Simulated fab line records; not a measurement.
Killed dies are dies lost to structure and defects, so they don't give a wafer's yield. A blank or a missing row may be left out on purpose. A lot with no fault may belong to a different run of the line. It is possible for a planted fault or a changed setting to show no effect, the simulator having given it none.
fab line records -- flow sfq_line
[record] lots = 5, wafers = 15, last_day = 80
route steps=325 shown M2@99 I2@103 M3@118
lots untouched by any fault: they come from a run of this same line in which no faults occurred
start_h: the number of hours between the record's first day and the start of the first shown wafer of the lot -- wait_h: time in hours since the lot's previous step -- " unchanged from the row above -- L1.1+2: a row that stands for several wafers -- - value missing, or start not given -- * or withheld: withheld -- < > ~ a bound
route shown NAME@n: NAME is a module with steps in the file, n the number in the route of the first one -- usual: average and standard deviation across the fault-free wafers -- same: alike in all rows -- chamber/n: place in a boat -- sites: each site's reading -- _std_site: how widely they spread, as a standard deviation -- _edge_site: inner sites' mean taken away from outer sites' mean -- radius_mm: how far each site lies from the wafer's centre -- mask NAME#n: copy n -- behind: tool/chamber where the wafer was last shaped -- hold: cause of the lot's hold/its duration in hours/its outcome -- device: which transistor (n, p or np) failed to switch -- end of line: the route-end tests of the same wafers -- step lacking rows: just its recipe -- killed: the dies lost at the first sort to structure and to defects; this is not the yield of the wafer -- map: per-die view of a wafer (x killed, . not killed, _ where there is no die)
set.NAME: the setting as run; set.NAME@STEP: as run at that earlier step -- model.NAME: the simulator's own value behind a step, which no gauge read
lots seen at some steps along the route; tables by step, rows by wafer
services: the hour from which a tool's chamber was out of use, counted from the record's first day as start_h (under 0 if before that day), plus the number of hours and why
[[steps]]
[step SFQ_TRILAYER_M2_BARC_OPEN_METAL_ETCH_077]
[recipe] mask_material = PR, chemistry = O2, target_depth_nm = 125, target = BARC, icp_w = 600, bias_w = 80, pressure_mtorr = 10, time_s = 41.7
[usual] drypump_motor_current_A = 5.4/0.39, oes_product_au = 0.684/0.0048
lot.wafer,tool,chamber,start_h,wait_h,drypump_motor_current_A,oes_product_au,rf_hours_counter_h
L078.1,rie_metal-04,0,443.97,0.0,5.1,0.695,1
L078.2,rie_metal-04,1,443.97,0.0,4.8,0.688,29
L078.3,rie_metal-04,1,443.97,0.0,4.9,0.685,-
L083.1,rie_metal-02,1,487.92,0.0,5.9,0.682,62
L083.2,rie_metal-02,0,487.92,0.0,5.8,0.685,95
L083.3,rie_metal-02,1,487.92,0.0,5.9,0.682,-
L084.3,rie_metal-02,0,490.43,0.1,5.8,0.684,-
L084.5,rie_metal-02,1,490.43,0.1,5.9,0.681,-
L084.6,rie_metal-02,0,490.43,0.1,5.8,0.685,-
L087.2,rie_metal-04,0,506.65,0.0,5.1,0.688,10
L087.3,rie_metal-04,0,506.65,0.0,5.1,0.685,-
L087.6,rie_metal-04,0,506.65,0.0,5.1,0.686,-
L096.1,rie_metal-03,0,588.05,0.0,5.3,0.691,16
L096.3,rie_metal-03,0,588.05,0.0,5.3,0.686,-
L096.5,rie_metal-03,0,588.05,0.0,5.3,0.688,-
[step SFQ_TRILAYER_M2_ETCH_METAL_ETCH_060]
[recipe] target = Nb, stop_on = SiO2, mask_material = PR, chemistry = Cl2/Ar, target_depth_nm = 240, icp_w = 600, bias_w = 80, pressure_mtorr = 10, time_s = 120
[usual] drypump_motor_current_A = 5.4/0.4, oes_product_au = 0.892/0.0078
lot.wafer,tool,chamber,start_h,wait_h,drypump_motor_current_A,oes_product_au,rf_hours_counter_h
L078.1,rie_metal-04,0,444.03,0.0,5.1,0.901,1
L078.2,rie_metal-04,1,444.03,0.0,4.8,0.891,29
L078.3,rie_metal-04,1,444.03,0.0,4.8,0.880,-
L083.1,rie_metal-02,1,487.98,0.0,6.0,0.899,62
L083.2,rie_metal-02,0,487.98,0.0,5.8,0.888,95
L083.3,rie_metal-02,1,487.98,0.0,5.9,0.893,-
L084.3,rie_metal-02,0,490.51,0.1,5.7,0.894,-
L084.5,rie_metal-02,1,490.51,0.1,5.9,0.884,-
L084.6,rie_metal-02,0,490.51,0.1,5.8,0.893,-
L087.2,rie_metal-04,0,506.71,0.0,5.1,0.889,10
L087.3,rie_metal-04,0,506.71,0.0,5.1,0.895,-
L087.6,rie_metal-04,0,506.71,0.0,5.1,0.897,-
L096.1,rie_metal-03,0,588.11,0.0,5.3,0.896,16
L096.3,rie_metal-03,0,588.11,0.0,5.3,0.894,-
L096.5,rie_metal-03,0,588.11,0.0,5.3,0.898,-
[step SFQ_TRILAYER_M2_STRIP_STRIP_061]
[recipe] gas = O2, power_w = 200, platen_temp_c = 40, overash_fraction = 0.65, chemistry = O2, pressure_mtorr = 50
[usual] drypump_motor_current_A = 5.4/0.4, oes_product_au = 1.002/0.0085
[same] overash_fraction = 0.65
lot.wafer,tool,chamber,start_h,wait_h,drypump_motor_current_A,oes_product_au,rf_hours_counter_h
L078.1,rie_metal-04,0,444.16,0.1,5.1,1.015,1
L078.2,rie_metal-04,1,444.16,0.1,4.8,0.999,29
L078.3,rie_metal-04,1,444.16,0.1,4.8,1.001,-
L083.1,rie_metal-02,1,488.11,0.1,5.9,0.990,62
L083.2,rie_metal-02,0,488.11,0.1,5.8,1.008,95
L083.3,rie_metal-02,1,488.11,0.1,5.9,0.997,-
L084.3,rie_metal-02,0,490.79,0.2,5.8,0.995,-
L084.5,rie_metal-02,1,490.79,0.2,5.9,1.006,-
L084.6,rie_metal-02,0,490.79,0.2,5.8,1.000,-
L087.2,rie_metal-04,0,506.83,0.1,5.1,1.001,10
L087.3,rie_metal-04,0,506.83,0.1,5.1,1.002,-
L087.6,rie_metal-04,0,506.83,0.1,5.1,0.993,-
L096.1,rie_metal-03,0,588.23,0.1,5.3,0.991,16
L096.3,rie_metal-03,0,588.23,0.1,5.3,0.999,-
L096.5,rie_metal-03,0,588.23,0.1,5.3,1.013,-
[step SFQ_TRILAYER_M2_STRIP_SOLV_CLEAN_062]
[recipe] chemistry = NMP, temp_c = 70, time_s = 600
lot.wafer,tool,chamber,start_h,wait_h
L078.1+2+3,wet_bench-01,"2,5,6",444.76,0.4
L083.1+2+3,wet_bench-04,"3,7,1",488.71,0.4
L084.3+5+6,wet_bench-04,"3,6,4",491.19,0.2
L087.2+3+6,wet_bench-04,"4,3,0",507.43,0.4
L096.1+3+5,wet_bench-01,"0,7,5",588.83,0.4
[step SFQ_TRILAYER_I2_DEP_PECVD_063]
[recipe] material = SiO2, temp_c = 150, time_s = 111.11, pressure_torr = 2.4, rf_w = 183.3, precursor = SiH4/N2O, target_thk_nm = 500
[usual] heater_power_w = 75/12, throttle_valve_pct = 24.6/1.8
lot.wafer,tool,chamber,start_h,wait_h,heater_power_w,throttle_valve_pct
L078.1,pecvd-02,0,444.93,0.0,84,28.7
L078.2,pecvd-02,1,444.93,0.0,60,25.3
L078.3,pecvd-02,2,444.93,0.0,70,24.1
L083.1,pecvd-02,0,488.90,0.0,89,28.6
L083.2,pecvd-02,2,488.90,0.0,68,24.0
L083.3,pecvd-02,1,488.90,0.0,66,25.1
L084.3,pecvd-01,2,491.38,0.0,82,23.5
L084.5,pecvd-01,1,491.38,0.0,67,22.9
L084.6,pecvd-01,2,491.38,0.0,67,23.4
L087.2,pecvd-01,2,507.61,0.0,83,23.7
L087.3,pecvd-01,0,507.61,0.0,78,23.9
L087.6,pecvd-01,2,507.61,0.0,69,23.5
L096.1,pecvd-02,0,589.01,0.0,77,22.9
L096.3,pecvd-02,1,589.01,0.0,66,22.9
L096.5,pecvd-02,0,589.01,0.0,81,23.2
[step SFQ_TRILAYER_I2_CMP_CMP_064]
[recipe] material = SiO2, down_force_psi = 3, platen_rpm = 60, pad_velocity_m_s = 0.94248
[usual] motor_current_A = 10.0/0.51, time_to_endpoint_s = 216/10
lot.wafer,tool,chamber,start_h,wait_h,motor_current_A,time_to_endpoint_s
L078.1,cmp-01,2,450.72,5.7,10.5,211
L078.2,cmp-01,3,450.72,5.7,11.3,213
L078.3,cmp-01,0,450.72,5.7,9.5,219
L083.1,cmp-02,1,501.16,12.2,10.2,209
L083.3,cmp-02,3,502.16,13.2,10.0,208
L083.2,cmp-02,0,502.16,13.2,9.3,206
L084.3,cmp-02,0,505.66,14.2,9.9,212
L084.5,cmp-02,1,505.66,14.2,10.3,238
L084.6,cmp-02,2,505.66,14.2,9.7,219
L087.3,cmp-01,1,520.52,12.9,10.6,208
L087.2,cmp-01,2,520.52,12.9,10.3,212
L087.6,cmp-01,1,522.52,14.8,10.7,211
L096.3,cmp-01,3,608.52,19.5,10.8,223
L096.1,cmp-01,1,609.52,20.5,10.9,202
L096.5,cmp-01,2,609.52,20.5,10.7,221
[step SFQ_I2_BOW_MEAS_917]
[recipe] mode = bow
[usual] I2_BOW = 4/8.4
lot.wafer,tool,chamber,start_h,wait_h,I2_BOW[um]
L078.1,film_metro-03,-,453.22,2.0,-9
L078.2,film_metro-03,-,453.22,2.0,-9
L078.3,film_metro-03,-,453.22,2.0,-1
L083.1,film_metro-01,-,504.16,2.5,1
L083.2,film_metro-01,-,504.16,2.5,8
L083.3,film_metro-01,-,504.16,2.5,3
L084.3,film_metro-01,-,507.20,1.0,3
L084.5,film_metro-01,-,507.20,1.0,-8
L084.6,film_metro-01,-,507.20,1.0,9
L087.2,film_metro-01,-,523.04,1.5,7
L087.3,film_metro-01,-,523.04,1.5,13
L087.6,film_metro-01,-,523.04,1.5,1
L096.1,film_metro-01,-,611.02,1.0,-9
L096.3,film_metro-01,-,611.02,1.0,6
L096.5,film_metro-01,-,611.02,1.0,1
[step SFQ_TRILAYER_I2_METRO_MEASURE_065]
[usual] thk_nm = 200.3/1.4
lot.wafer,tool,chamber,start_h,wait_h,thk_nm
L078.1,film_metro-03,-,453.34,0.1,200.0
L078.2,film_metro-03,-,453.34,0.1,200.6
L078.3,film_metro-03,-,453.34,0.1,200.6
L083.1,film_metro-01,-,504.28,0.1,201.8
L083.2,film_metro-01,-,504.28,0.1,201.2
L083.3,film_metro-01,-,504.28,0.1,199.8
L084.3,film_metro-01,-,507.68,0.5,200.2
L084.5,film_metro-01,-,507.68,0.5,202.3
L084.6,film_metro-01,-,507.68,0.5,202.0
L087.2,film_metro-01,-,523.34,0.3,201.2
L087.3,film_metro-01,-,523.34,0.3,198.8
L087.6,film_metro-01,-,523.34,0.3,197.4
L096.1,film_metro-01,-,611.14,0.1,199.8
L096.3,film_metro-01,-,611.14,0.1,200.4
L096.5,film_metro-01,-,611.14,0.1,200.7
[step SFQ_TRILAYER_I2_VIA_LITHO_COAT_072]
[recipe] resist = BARC, spin_rpm = 3000, resist_thk_nm = 62
[usual] spin_speed_rpm = 3000.3/2.4
lot.wafer,tool,chamber,start_h,wait_h,spin_speed_rpm
L078.1,litho_track-02,0,454.54,1.0,3000.3
L078.2,litho_track-02,0,454.54,1.0,2999.9
L078.3,litho_track-02,0,454.54,1.0,3000.2
L083.1,litho_track-03,0,505.48,1.0,3003.9
L083.2,litho_track-03,0,505.48,1.0,2999.1
L083.3,litho_track-03,0,505.48,1.0,3002.6
L084.3,litho_track-02,0,508.58,0.7,2996.8
L084.5,litho_track-02,0,508.58,0.7,2998.9
L084.6,litho_track-02,0,508.58,0.7,2996.5
L087.2,litho_track-02,0,524.45,0.9,2995.6
L087.3,litho_track-02,0,524.45,0.9,3001.0
L087.6,litho_track-02,0,524.45,0.9,3005.1
L096.1,litho_track-02,0,612.34,1.0,2996.1
L096.3,litho_track-02,0,612.34,1.0,3000.8
L096.5,litho_track-02,0,612.34,1.0,3002.7
[step SFQ_TRILAYER_I2_VIA_LITHO_COAT_067]
[recipe] resist = KrF, spin_rpm = 3000, resist_thk_nm = 650
[usual] spin_speed_rpm = 3000.4/2.2
lot.wafer,tool,chamber,start_h,wait_h,spin_speed_rpm
L078.1,litho_track-02,0,454.84,0.2,3001.8
L078.2,litho_track-02,0,454.84,0.2,2993.5
L078.3,litho_track-02,0,454.84,0.2,3001.2
L083.1,litho_track-03,0,505.78,0.2,3002.1
L083.2,litho_track-03,0,505.78,0.2,3001.9
L083.3,litho_track-03,0,505.78,0.2,2999.1
L084.3,litho_track-02,0,508.88,0.2,2998.8
L084.5,litho_track-02,0,508.88,0.2,3003.4
L084.6,litho_track-02,0,508.88,0.2,3003.4
L087.2,litho_track-02,0,524.75,0.2,3001.5
L087.3,litho_track-02,0,524.75,0.2,2994.1
L087.6,litho_track-02,0,524.75,0.2,2999.2
L096.1,litho_track-02,0,612.64,0.2,3003.3
L096.3,litho_track-02,0,612.64,0.2,3000.2
L096.5,litho_track-02,0,612.64,0.2,3001.4
[step SFQ_TRILAYER_I2_VIA_LITHO_SOFTBAKE_071]
[recipe] temp_c = withheld, time_s = withheld, resist = KrF
lot.wafer,tool,chamber,start_h,wait_h
L078.1+2+3,litho_track-02,0,455.14,0.2
L083.1+2+3,litho_track-03,0,506.08,0.2
L084.3+5+6,litho_track-02,0,509.13,0.2
L087.2+3+6,litho_track-02,0,525.03,0.2
L096.1+3+5,litho_track-02,0,612.94,0.2
[step SFQ_TRILAYER_I2_VIA_LITHO_EXPOSE_068]
[recipe] mask_id = I2, na = 0.6, source_shape = conventional, sigma_outer = 0.65, target_cd_nm = 500, dose_mj = 21.3
lot.wafer,tool,chamber,start_h,wait_h,mask
L078.1+2+3,krf_scanner-01,0,564.47,-,I2#0
L083.1+2+3,krf_scanner-01,0,606.37,-,I2#0
L084.3+5+6,krf_scanner-01,0,609.17,-,I2#0
L087.2+3+6,krf_scanner-01,0,622.17,-,I2#0
L096.1+3+5,krf_scanner-01,0,709.87,-,I2#0
[step SFQ_TRILAYER_I2_VIA_LITHO_PEB_070]
[recipe] peb_temp_c = 115, peb_time_s = 60, resist = KrF
[usual] heater_power_total_W = 79.16/0.065
lot.wafer,tool,chamber,start_h,wait_h,heater_power_total_W
L078.1,litho_track-03,0,565.67,1.0,79.14
L078.2,litho_track-03,0,565.67,1.0,79.24
L078.3,litho_track-03,0,565.67,1.0,79.03
L083.1,litho_track-03,0,607.57,1.0,79.14
L083.2,litho_track-03,0,607.57,1.0,79.14
L083.3,litho_track-03,0,607.57,1.0,79.18
L084.3,litho_track-04,0,610.02,0.7,79.11
L084.5,litho_track-04,0,610.02,0.7,79.09
L084.6,litho_track-04,0,610.02,0.7,79.28
L087.2,litho_track-02,0,623.20,0.8,79.12
L087.3,litho_track-02,0,623.20,0.8,79.16
L087.6,litho_track-02,0,623.20,0.8,79.03
L096.1,litho_track-02,0,711.07,1.0,79.17
L096.3,litho_track-02,0,711.07,1.0,79.18
L096.5,litho_track-02,0,711.07,1.0,79.07
[step SFQ_TRILAYER_I2_VIA_LITHO_DEVELOP_069]
[recipe] time_s = 60, resist = KrF
lot.wafer,tool,chamber,start_h,wait_h
L078.1+2+3,litho_track-03,0,565.82,0.1
L083.1+2+3,litho_track-03,0,607.72,0.1
L084.3+5+6,litho_track-04,0,610.17,0.1
L087.2+3+6,litho_track-02,0,623.35,0.1
L096.1+3+5,litho_track-02,0,711.22,0.1
[step SFQ_I2_OVL_MEAS_918]
[usual] I2_OVL = -7/4.9
lot.wafer,tool,chamber,start_h,wait_h,I2_OVL[nm]
L078.1,overlay-02,-,565.97,0.1,-8
L078.2,overlay-02,-,565.97,0.1,-10
L078.3,overlay-02,-,565.97,0.1,-3
L083.1,overlay-02,-,607.87,0.1,-9
L083.2,overlay-02,-,607.87,0.1,-6
L083.3,overlay-02,-,607.87,0.1,-4
L084.3,overlay-02,-,610.28,0.1,5
L084.5,overlay-02,-,610.28,0.1,-8
L084.6,overlay-02,-,610.28,0.1,3
L087.2,overlay-01,-,623.48,0.1,-11
L087.3,overlay-01,-,623.48,0.1,-10
L087.6,overlay-01,-,623.48,0.1,-11
L096.1,overlay-01,-,711.37,0.1,-3
L096.3,overlay-01,-,711.37,0.1,0
L096.5,overlay-01,-,711.37,0.1,3
[step SFQ_TRILAYER_I2_VIA_BARC_OPEN_VIA_ETCH_096]
[recipe] mask_material = PR, chemistry = O2, target_depth_nm = 125, target = BARC, source_w = 500, bias_w = 80, pressure_mtorr = 30, time_s = 41.7
[usual] drypump_motor_current_A = 5.9/0.38, oes_product_au = 0.685/0.0047
lot.wafer,tool,chamber,start_h,wait_h,drypump_motor_current_A,oes_product_au,rf_hours_counter_h
L078.1,rie_diel-04,0,566.01,0.0,5.7,0.679,82
L078.2,rie_diel-04,3,566.01,0.0,5.3,0.683,34
L078.3,rie_diel-04,2,566.01,0.0,6.0,0.681,13
L083.1,rie_diel-02,3,607.91,0.0,5.8,0.683,18
L083.2,rie_diel-02,2,607.91,0.0,5.8,0.674,0
L083.3,rie_diel-02,1,607.91,0.0,5.4,0.690,8
L084.3,rie_diel-04,2,610.31,0.0,6.0,0.673,14
L084.5,rie_diel-04,3,610.31,0.0,5.3,0.688,-
L084.6,rie_diel-04,2,610.31,0.0,6.0,0.689,-
L087.2,rie_diel-01,2,623.51,0.0,5.8,0.691,13
L087.3,rie_diel-01,1,623.51,0.0,5.8,0.681,39
L087.6,rie_diel-01,0,623.51,0.0,5.6,0.682,-
L096.1,rie_diel-04,3,711.41,0.0,5.3,0.689,37
L096.3,rie_diel-04,2,711.41,0.0,6.0,0.678,16
L096.5,rie_diel-04,1,711.41,0.0,6.6,0.687,-
[step SFQ_TRILAYER_I2_VIA_ETCH_VIA_ETCH_070]
[recipe] target = SiO2, stop_on = Nb, mask_material = PR, taper_deg = 20, chemistry = CHF3, target_depth_nm = 260, source_w = 500, bias_w = 80, pressure_mtorr = 30, time_s = withheld
[usual] drypump_motor_current_A = 5.9/0.38, oes_product_au = 0.855/0.0057
lot.wafer,tool,chamber,start_h,wait_h,drypump_motor_current_A,oes_product_au
L078.1,rie_diel-04,0,566.05,0.0,5.7,0.855
L078.2,rie_diel-04,3,566.05,0.0,5.3,0.859
L078.3,rie_diel-04,2,566.05,0.0,6.0,0.846
L083.1,rie_diel-02,3,607.95,0.0,5.8,0.854
L083.2,rie_diel-02,2,607.95,0.0,5.8,0.858
L083.3,rie_diel-02,1,607.95,0.0,5.4,0.856
L084.3,rie_diel-04,2,610.35,0.0,6.0,0.856
L084.5,rie_diel-04,3,610.35,0.0,5.3,0.858
L084.6,rie_diel-04,2,610.35,0.0,6.0,0.858
L087.2,rie_diel-01,2,623.55,0.0,5.8,0.860
L087.3,rie_diel-01,1,623.55,0.0,5.8,0.852
L087.6,rie_diel-01,0,623.55,0.0,5.6,0.849
L096.1,rie_diel-04,3,711.45,0.0,5.3,0.855
L096.3,rie_diel-04,2,711.45,0.0,6.0,0.856
L096.5,rie_diel-04,1,711.45,0.0,6.6,0.859
[step SFQ_TRILAYER_I2_VIA_STRIP_STRIP_071]
[recipe] gas = O2, power_w = 200, platen_temp_c = 40, overash_fraction = 0.65, chemistry = O2, pressure_mtorr = 50
[usual] drypump_motor_current_A = 5.3/0.38, oes_product_au = 1.004/0.01
[same] overash_fraction = 0.65
lot.wafer,tool,chamber,start_h,wait_h,drypump_motor_current_A,oes_product_au,rf_hours_counter_h
L078.1,rie_metal-04,0,566.16,-,5.1,1.001,22
L078.2,rie_metal-04,1,566.16,-,4.9,0.993,50
L078.3,rie_metal-04,1,566.16,-,4.9,1.002,-
L083.1,rie_metal-04,0,608.06,-,5.1,0.996,32
L083.2,rie_metal-04,1,608.06,-,4.9,1.002,60
L083.3,rie_metal-04,0,608.06,-,5.1,0.999,-
L084.3,rie_metal-01,0,610.66,-,5.1,1.017,-
L084.5,rie_metal-01,1,610.66,-,5.2,1.010,-
L084.6,rie_metal-01,0,610.66,-,5.1,1.010,-
L087.2,rie_metal-04,0,623.66,-,5.1,1.008,35
L087.3,rie_metal-04,1,623.66,-,4.8,0.992,-
L087.6,rie_metal-04,0,623.66,-,5.1,1.005,-
L096.1,rie_metal-04,1,711.56,-,4.9,1.021,80
L096.3,rie_metal-04,0,711.56,-,5.1,1.010,-
L096.5,rie_metal-04,0,711.56,-,5.1,1.006,-
[step SFQ_TRILAYER_I2_VIA_STRIP_SOLV_CLEAN_072]
[recipe] chemistry = NMP, temp_c = 70, time_s = 600
lot.wafer,tool,chamber,start_h,wait_h
L078.1+2+3,wet_bench-02,"4,1,0",566.76,0.4
L083.1+2+3,wet_bench-02,"0,6,7",608.66,0.4
L084.3+5+6,wet_bench-02,"4,1,0",611.06,0.2
L087.2+3+6,wet_bench-04,"0,6,3",624.26,0.4
L096.1+3+5,wet_bench-02,"3,1,6",712.16,0.4
[step SFQ_TRILAYER_M3_DEP_PRE_CLEAN_074]
[recipe] gas = Ar, time_s = 22.5, bias_v = 250
lot.wafer,tool,chamber,start_h,wait_h
L078.1+2+3,pvd_sputter-06,-,566.94,0.0
L083.1+2+3,pvd_sputter-06,-,608.84,0.0
L084.3+5+6,pvd_sputter-05,-,611.24,0.0
L087.2+3+6,pvd_sputter-04,-,624.44,0.0
L096.1+3+5,pvd_sputter-05,-,712.34,0.0
[step SFQ_TRILAYER_M3_DEP_SPUTTER_073]
[recipe] material = Nb, base_pressure_pa = 1.33e-06, chamber_pressure_pa = 0.1333, substrate_temp_c = 20, resputter_cathode_voltage_v = 400, target_thk_nm = 200, power_w = 2000, time_s = 133.3
[usual] throttle_valve_pct = 30.5/1.1
lot.wafer,tool,chamber,start_h,wait_h,throttle_valve_pct
L078.1,pvd_sputter-06,-,566.97,0.0,31.2
L078.2,pvd_sputter-06,-,566.97,0.0,29.5
L078.3,pvd_sputter-06,-,566.97,0.0,28.4
L083.1,pvd_sputter-06,-,608.87,0.0,29.3
L083.2,pvd_sputter-06,-,608.87,0.0,31.0
L083.3,pvd_sputter-06,-,608.87,0.0,28.2
L084.3,pvd_sputter-05,-,611.27,0.0,31.6
L084.5,pvd_sputter-05,-,611.27,0.0,30.5
L084.6,pvd_sputter-05,-,611.27,0.0,31.7
L087.2,pvd_sputter-04,-,624.47,0.0,31.8
L087.3,pvd_sputter-04,-,624.47,0.0,31.0
L087.6,pvd_sputter-04,-,624.47,0.0,31.5
L096.1,pvd_sputter-05,-,712.37,0.0,31.0
L096.3,pvd_sputter-05,-,712.37,0.0,30.6
L096.5,pvd_sputter-05,-,712.37,0.0,31.9
[step SFQ_M3_RS_MEAS_919]
[recipe] thk_meas_gauge = four-point-probe, reads = Nb_of_TRILAYER_M3_DEP_SPUTTER_073
[usual] M3_NB_RS = 0.889/0.012
lot.wafer,tool,chamber,start_h,wait_h,M3_NB_RS[ohm/sq]
L078.1,film_metro-02,-,567.06,0.0,0.904
L078.2,film_metro-02,-,567.06,0.0,0.919
L078.3,film_metro-02,-,567.06,0.0,0.915
L083.1,film_metro-02,-,608.96,0.0,0.904
L083.2,film_metro-02,-,608.96,0.0,0.897
L083.3,film_metro-02,-,608.96,0.0,0.904
L084.3,film_metro-04,-,611.40,0.1,0.896
L084.5,film_metro-04,-,611.40,0.1,0.882
L084.6,film_metro-04,-,611.40,0.1,0.894
L087.2,film_metro-01,-,624.58,0.1,0.895
L087.3,film_metro-01,-,624.58,0.1,0.891
L087.6,film_metro-01,-,624.58,0.1,0.888
L096.1,film_metro-01,-,712.46,0.0,0.876
L096.3,film_metro-01,-,712.46,0.0,0.882
L096.5,film_metro-01,-,712.46,0.0,0.903
[[services]]
tool,chamber,start_h,hours,kind
krf_scanner-01,-,421.85,1.3,pm
krf_scanner-01,-,432.75,1.0,pm
pvd_sputter-06,-,435.95,8.1,repair
krf_scanner-01,-,436.08,4.3,repair
rie_diel-04,0,437.32,11.5,repair
krf_scanner-01,-,440.37,4.0,pm
krf_scanner-01,-,452.31,0.3,repair
pvd_sputter-05,-,454.29,7.2,repair
rie_metal-04,-,477.13,2.8,pm
rie_metal-04,-,485.14,14.6,pm
film_metro-01,-,485.22,0.4,pm
krf_scanner-01,-,492.39,0.8,pm
film_metro-01,-,496.26,2.4,pm
rie_diel-04,0,544.16,1.6,repair
krf_scanner-01,-,545.70,0.8,repair
rie_diel-04,-,558.42,0.5,repair
rie_metal-02,-,576.12,40.3,repair
rie_diel-04,0,593.92,4.2,repair
krf_scanner-01,-,598.07,1.3,pm
krf_scanner-01,-,601.77,1.0,pm
rie_metal-02,0,609.02,1.0,repair
rie_diel-04,1,615.99,23.8,repair
krf_scanner-01,-,644.77,0.8,pm
krf_scanner-01,-,661.12,0.8,pm
[[key]]
fault none
